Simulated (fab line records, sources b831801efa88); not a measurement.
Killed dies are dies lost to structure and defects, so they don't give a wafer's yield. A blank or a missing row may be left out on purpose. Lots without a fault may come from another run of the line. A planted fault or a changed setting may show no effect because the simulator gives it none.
Problem report in the 8D (eight disciplines) form, filled by code | flow sky130 | the parts of the form that need people (team, actions taken, sign-off) are left out

1. THE PROBLEM
PWDE_TW at SKY_PWDE_TW_MEAS_10 reads a mean of 30 on 9 wafers of 3 lots; wafers without a fault read 373 with a standard deviation of 7. That is -49 standard deviations from the usual mean.
First seen on wafer L903.1, day 6 08:46, on film_metro-02. The record holds 45 wafers of 15 lots with a number at this step. Rule for "out", or "out of limits": more than 4 standard deviations from the usual mean. The other wafers with a number count as sound.

2. WHAT IT IS AND WHAT IT IS NOT
question                    | is                           | is not
which readings at this step | PWDE_TW                      | -
which lots                  | L903, L904, L905             | L893, L895, L898, L900, L908, L909, L910, L911, L913, L914, L915, L916
which wafers of those lots  | all that have a number       | -
read on which gauges        | film_metro-02, film_metro-04 | film_metro-01
when                        | from day 6 08:46             | up to then (12 sound wafers); but 24 sound wafers of L908, L909, L910, L911, L913, L914, L915, L916 came after

3. SUSPECTS, AND WHAT RULES EACH OUT
Counting: a tool at a process step up to the reading stays a suspect if it ran every lot that is out and no sound lot after the first of them.
- the gauge at SKY_PWDE_TW_MEAS_10: ruled out. The wafers that are out were read on 2 gauges (film_metro-02, film_metro-04).
- plasma_asher-03 at SKY_DNWELL_STRIP_08 (strips in O2/N2): ruled out as a lasting fault. Sound lots L908, L910 ran on it after its first lot that is out, L903 (day 5 13:52).
Left after counting: nothing in the record.

4. THE CAUSE (what the simulator had put in)
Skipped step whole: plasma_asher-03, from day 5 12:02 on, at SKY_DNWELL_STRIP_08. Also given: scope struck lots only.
Counting ruled it out, wrongly: the rule takes a fault to strike every lot that its tool runs from its start on, and this one did not.

5. THE CHAIN OF EFFECTS, in route order
Each row: a reading whose mean over the struck wafers that have a number lies more than 3 standard deviations from the usual. Only readings for which the record gives a usual standard deviation are gone through. hours: the time from each lot's start at the first step in this table that gives one to its start at this step, as a median over the lots. sigmas: the change in usual standard deviations.
hours | step                | reading                  | usual      | on struck wafers | change | sigmas
0     | SKY_PWDE_STRIP_09   | oes_product_au           | 0.723 a.u. | 0.739            | +0.016 | +3.6
0     | SKY_PWDE_STRIP_09   | strip_time_to_endpoint_s | 36.92 s    | 81.03            | +44.11 | +99 or more
0     | SKY_PWDE_TW_MEAS_10 | PWDE_TW                  | 373        | 30               | -343   | -49
The process steps in it:
- SKY_PWDE_STRIP_09: strips in O2/N2.
Readings that are blank on the struck wafers while sound wafers have them: chamber_pressure_mTorr at SKY_DNWELL_STRIP_08; drypump_motor_current_A at SKY_DNWELL_STRIP_08; oes_product_au at SKY_DNWELL_STRIP_08; strip_time_to_endpoint_s at SKY_DNWELL_STRIP_08.
Later measuring or inspecting steps at which every struck wafer that the step has a row for has a number for every such reading, and none has moved that far: SKY_SONOS_ONO_THK_MEAS_01, SKY_GATE_OXIDE_TW_MEAS_14, SKY_RES_PROTECT_TW_MEAS_08.

6. WHAT WOULD HAVE CAUGHT IT SOONER
In this record the first reading out of limits at a measuring or inspecting step was taken at day 6 08:46, 21 hours after the fault began at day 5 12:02.
At SKY_DNWELL_STRIP_08 the tool's readings are blank on the struck wafers, where sound wafers have them: an empty tool record is the first sign, and it was there at once.
